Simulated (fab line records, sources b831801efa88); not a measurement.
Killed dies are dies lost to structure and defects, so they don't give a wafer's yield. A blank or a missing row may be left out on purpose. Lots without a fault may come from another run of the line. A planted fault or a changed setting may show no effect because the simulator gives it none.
fab line records | flow sky130
record lots=7 wafers=21 last_day=49
route steps=708 shown LDD_N@252 LDD_P@255
lots that met no fault: from a run of the same line without faults
start_h: hours from the record's first day to the start of the lot's first wafer shown | wait_h: hours since the lot's step before | " the same as in the row above | L1.1+2: a row that stands for several wafers | - no value, or no start given | * or withheld: withheld | < > ~ a bound
route shown NAME@n: a module of which the file shows steps, and the number in the route of the first | usual: mean/standard deviation of fault-free wafers | same: alike in all rows | chamber/n: place in a boat | sites: the reading at each site | _std_site: their standard deviation | _edge_site: outer sites' mean less inner sites' | radius_mm: how far each site lies from the wafer's centre | mask NAME#n: copy n | behind: the tool/chamber that last shaped the wafer | hold: why the lot was held/for how many hours/how that ended | device: the transistor (n, p or np) that didn't switch | end of line: the same wafers' tests at the end of the route | a step without rows: its recipe alone | killed: dies lost to structure and defects at the first sort, not the wafer's yield | map: a wafer's dies, x killed, . not, _ none there
set.NAME: the setting as run; set.NAME@STEP: as run at that earlier step | model.NAME: the simulator's own value behind a step, which no gauge read
lots at some steps of the route; a table a step, a row a wafer
services: from which hour (start_h, from the record's first day; less than 0 if before it) a tool's chamber was out of use, for how many hours, and why
## steps
# step SKY_LDD_N_IMPLANT_15
# recipe species=BF2 energy_kev=50 dose_cm2=5e+12 tilt_deg=30 rotation_deg=270
# step SKY_LDD_N_STRIP_16
# recipe chemistry=O2/N2 power_w=1400 pressure_mtorr=1500 platen_temp_c=withheld o2_flow_sccm=3000 n2_flow_sccm=300 overash_fraction=0.5
# usual drypump_motor_current_A=5.7/0.41 oes_product_au=0.407/0.0047 strip_time_to_endpoint_s=4.315/0.016
# columns lot.wafer tool chamber start_h wait_h drypump_motor_current_A oes_product_au rf_hours_counter_h strip_time_to_endpoint_s
L307.1 plasma_asher-02 1 454.67 0.1 5.1 0.409 2 4.328
L307.5 " 0 " " 5.6 0.418 - 4.309
L307.6 " 1 " " 5.1 0.409 - 4.321
L311.1 plasma_asher-03 0 481.33 0.1 5.9 0.405 33 4.305
L311.2 " 1 " " 5.8 0.407 33 4.280
L311.5 " 0 " " 5.9 0.399 - 4.276
L312.2 plasma_asher-02 0 487.67 0.1 5.6 0.414 6 4.304
L312.3 " 1 " " 5.1 0.402 - 4.313
L312.6 " 0 " " 5.6 0.412 - 4.306
L313.1 plasma_asher-02 0 504.62 0.1 5.6 0.411 7 4.320
L313.2 " 1 " " 5.1 0.409 7 4.304
L313.3 " 0 " " 5.6 0.398 - 4.289
L314.2 plasma_asher-04 1 508.17 0.1 5.2 0.405 87 4.306
L314.4 " 1 " " 5.2 0.414 - 4.311
L314.6 " 1 " " 5.2 0.410 - 4.319
L322.1 plasma_asher-03 0 576.12 0.1 5.9 0.401 43 4.341
L322.2 " 1 " " 5.8 0.403 43 4.331
L322.5 " 0 " " 5.9 0.403 - 4.315
L324.2 plasma_asher-04 0 590.38 0.1 6.3 0.404 95 4.301
L324.3 " 1 " " 5.3 0.410 - 4.300
L324.5 " 1 " " 5.3 0.405 - 4.317
# step SKY_LDD_N_TW_MEAS_17
# usual LDD_N_TW=2593/37
# columns lot.wafer tool chamber start_h wait_h LDD_N_TW
L307.1 film_metro-03 - 454.77 0.1 2566
L307.5 " - " " 2545
L307.6 " - " " 2557
L311.1 film_metro-04 - 481.43 0.1 2559
L311.2 " - " " 2571
L311.5 " - " " 2579
L312.2 film_metro-03 - 487.78 0.1 2547
L312.3 " - " " 2548
L312.6 " - " " 2562
L313.1 film_metro-01 - 504.72 0.1 2658
L313.2 " - " " 2639
L313.3 " - " " 2652
L314.2 film_metro-04 - 508.28 0.1 2580
L314.4 " - " " 2572
L314.6 " - " " 2576
L322.1 film_metro-01 - 576.22 0.1 2619
L322.2 " - " " 2629
L322.5 " - " " 2634
L324.2 film_metro-01 - 590.49 0.1 2625
L324.3 " - " " 2634
L324.5 " - " " 2637
# step SKY_LDD_P_DEHYDRATE_00
# recipe temp_c=200 time_s=60
# step SKY_LDD_P_HMDS_01
# recipe prime_time_s=60 prime_temp_c=120
# step SKY_LDD_P_COAT_02
# recipe resist=NOVOLAK spin_rpm=3000 resist_thk_nm=1140
# step SKY_LDD_P_SOFTBAKE_03
# recipe temp_c=90 time_s=60 resist=NOVOLAK
# step SKY_LDD_P_EXPOSE_04
# recipe mask_id=PSDM na=0.6 source_shape=conventional sigma_outer=0.6 polarization=unpolarized target_cd_nm=380 dose_mj=138
# step SKY_LDD_P_PEB_05
# recipe temp_c=withheld time_s=* resist=NOVOLAK
# step SKY_LDD_P_DEVELOP_06
# recipe resist=NOVOLAK developer=TMAH develop_time_s=60 dev_temp_c=23
# step SKY_LDD_P_CD_MEAS_07
# recipe target_cd_nm=380
# usual cd_nm=379.7/2.4
# columns lot.wafer tool chamber start_h wait_h cd_nm
L307.1 cd_sem-02 - 485.19 0.1 380.4
L307.5 " - " " 380.5
L307.6 " - " " 379.6
L311.1 cd_sem-02 - 511.11 0.2 379.2
L311.2 " - " " 378.2
L311.5 " - " " 379.9
L312.2 cd_sem-02 - 518.31 0.1 379.0
L312.3 " - " " 380.1
L312.6 " - " " 380.0
L313.1 cd_sem-01 - 534.99 0.1 383.4
L313.2 " - " " 383.4
L313.3 " - " " 381.9
L314.2 cd_sem-02 - 538.96 0.1 379.3
L314.4 " - " " 381.8
L314.6 " - " " 379.4
L322.1 cd_sem-02 - 605.74 0.1 385.5
L322.2 " - " " 383.0
L322.5 " - " " 386.3
L324.2 cd_sem-02 - 619.11 0.1 377.8
L324.3 " - " " 378.5
L324.5 " - " " 378.0
# step SKY_LDD_P_OVL_MEAS_08
# usual LDD_P_OVL=0.3/1.6
# columns lot.wafer tool chamber start_h wait_h LDD_P_OVL[nm]
L307.1 overlay-02 - 485.31 0.1 1.3
L307.5 " - " " -0.1
L307.6 " - " " 1.2
L311.1 overlay-01 - 511.23 0.1 0.6
L311.2 " - " " 0.9
L311.5 " - " " 1.2
L312.2 overlay-02 - 518.42 0.1 0.2
L312.3 " - " " 0.1
L312.6 " - " " 0.0
L313.1 overlay-02 - 535.11 0.1 0.0
L313.2 " - " " 2.8
L313.3 " - " " 1.2
L314.2 overlay-02 - 539.07 0.1 0.2
L314.4 " - " " 0.5
L314.6 " - " " 0.9
L322.1 overlay-02 - 605.86 0.1 0.8
L322.2 " - " " 1.2
L322.5 " - " " -0.2
L324.2 overlay-02 - 619.22 0.1 1.9
L324.3 " - " " 0.7
L324.5 " - " " 3.3
# step SKY_LDD_P_IMPLANT_09
# recipe species=BF2 energy_kev=25 dose_cm2=1e+13 tilt_deg=withheld
# usual beam_energy_keV=25.000/0.0078 beam_on_s=10.02/0.2 end_station_pressure_torr=5.02e-06/2.1e-07
# columns lot.wafer tool chamber start_h wait_h beam_energy_keV beam_on_s end_station_pressure_torr
L307.1 implanter-02 0 485.35 0.0 25.012 10.01 5.46e-06
L307.5 " 0 " " 25.019 10.02 5.04e-06
L307.6 " 0 " " 25.009 10.10 5.27e-06
L311.1 implanter-02 0 511.26 0.0 24.998 9.93 4.95e-06
L311.2 " 0 " " 24.990 9.76 4.75e-06
L311.5 " 0 " " 25.000 10.33 4.84e-06
L312.2 implanter-04 - 518.47 0.0 - - -
L312.3 " - " " - - -
L312.6 " - " " - - -
L313.1 implanter-02 - 535.14 0.0 - - -
L313.2 " - " " - - -
L313.3 " - " " - - -
L314.2 implanter-02 - 539.12 0.0 - - -
L314.4 " - " " - - -
L314.6 " - " " - - -
L322.1 implanter-04 0 605.90 0.0 24.991 10.25 4.87e-06
L322.2 " 0 " " 24.994 9.91 4.9e-06
L322.5 " 0 " " 24.996 10.34 4.95e-06
L324.2 implanter-02 0 619.27 0.0 24.996 10.10 5.08e-06
L324.3 " 0 " " 25.010 9.99 5.06e-06
L324.5 " 0 " " 25.000 10.02 5.04e-06
# step SKY_LDD_P_STRIP_10
# recipe chemistry=O2/N2 power_w=1400 pressure_mtorr=1500 platen_temp_c=withheld o2_flow_sccm=3000 n2_flow_sccm=300 overash_fraction=0.5
# usual drypump_motor_current_A=5.56/0.28 oes_product_au=0.716/0.0045 strip_time_to_endpoint_s=14.17/0.045
# columns lot.wafer tool chamber start_h wait_h drypump_motor_current_A oes_product_au rf_hours_counter_h strip_time_to_endpoint_s
L307.1 plasma_asher-01 0 485.50 0.1 5.44 0.712 68 14.23
L307.5 " 0 " " 5.45 0.712 - 14.22
L307.6 " 1 " " 5.83 0.720 - 14.21
L311.1 plasma_asher-02 0 511.41 0.1 5.57 0.713 8 14.18
L311.2 " 1 " " 5.08 0.711 8 14.19
L311.5 " 0 " " 5.59 0.714 - 14.19
L312.2 plasma_asher-02 0 518.60 0.1 5.56 0.715 9 14.24
L312.3 " 0 " " 5.59 0.709 - 14.27
L312.6 " 1 " " 5.05 0.717 - 14.23
L313.1 plasma_asher-03 1 535.29 0.1 5.76 0.716 39 14.25
L313.2 " 0 " " 5.88 0.724 39 14.18
L313.3 " 1 " " 5.75 0.718 - 14.23
L314.2 plasma_asher-03 0 539.25 0.1 5.85 0.722 39 14.18
L314.4 " 1 " " 5.77 0.718 - 14.15
L314.6 " 1 " " 5.77 0.719 - 14.11
L322.1 plasma_asher-01 1 606.05 0.1 5.84 0.719 80 14.25
L322.2 " 0 " " 5.43 0.721 80 14.17
L322.5 " 0 " " 5.43 0.719 - 14.21
L324.2 plasma_asher-02 1 619.40 0.1 5.12 0.720 18 14.19
L324.3 " 1 " " 5.10 0.715 - 14.23
L324.5 " 0 " " 5.56 0.716 - 14.18
# step SKY_LDD_P_TW_MEAS_11
# usual LDD_P_TW=640/9
# columns lot.wafer tool chamber start_h wait_h LDD_P_TW
L307.1 film_metro-01 - 485.60 0.1 647
L307.5 " - " " 651
L307.6 " - " " 649
L311.1 film_metro-03 - 511.51 0.1 630
L311.2 " - " " 630
L311.5 " - " " 627
L312.2 film_metro-03 - 518.71 0.1 30
L312.3 " - " " 30
L312.6 " - " " 30
L313.1 film_metro-02 - 535.39 0.1 30
L313.2 " - " " 30
L313.3 " - " " 30
L314.2 film_metro-01 - 539.36 0.1 31
L314.4 " - " " 31
L314.6 " - " " 31
L322.1 film_metro-03 - 606.15 0.1 631
L322.2 " - " " 629
L322.5 " - " " 628
L324.2 film_metro-02 - 619.51 0.1 637
L324.3 " - " " 637
L324.5 " - " " 638
## services
# columns tool chamber start_h hours kind
implanter-02 - 438.32 5.7 repair
implanter-04 - 524.04 15.6 pm
plasma_asher-02 - 540.61 2.1 repair
implanter-02 - 585.10 5.4 pm
## key
first_sign step=SKY_LDD_P_IMPLANT_09 reading=tool_record direction=missing
effect step=SKY_LDD_P_TW_MEAS_11 reading=LDD_P_TW direction=down sigmas=68 usual=640 struck=30
met_at SKY_LDD_P_IMPLANT_09
struck_wafers L312.2,L312.3,L312.6,L313.1,L313.2,L313.3,L314.2,L314.4,L314.6
later_rows_left_out L312.2,L312.3,L312.6,L313.1,L313.2,L313.3,L314.2,L314.4,L314.6
sort_left_out L312.2,L312.3,L312.6,L313.1,L313.2,L313.3,L314.2,L314.4,L314.6
tester_left_out L312,L313,L314
onset_between 511.26 518.47
fault kind=skipped_step_whole tool=implanter-02,implanter-04 chamber=- onset_h=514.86 steps=SKY_LDD_P_IMPLANT_09 scope=struck_lots_only
# tester_left_out: of these lots the tester's yield and bins aren't shown, on N5 and GAA mostly nor the transistor test; their killed dies are dies lost to structure and defects alone, not to doping, threshold or leakage, so they don't give the yield
# sort_left_out: the simulated sort isn't trusted on such a fault, so these wafers' sort isn't shown, and their yield isn't known
# later_rows_left_out: the simulator's readings of these wafers behind a module that went badly wrong aren't trusted and aren't shown, but for the sort
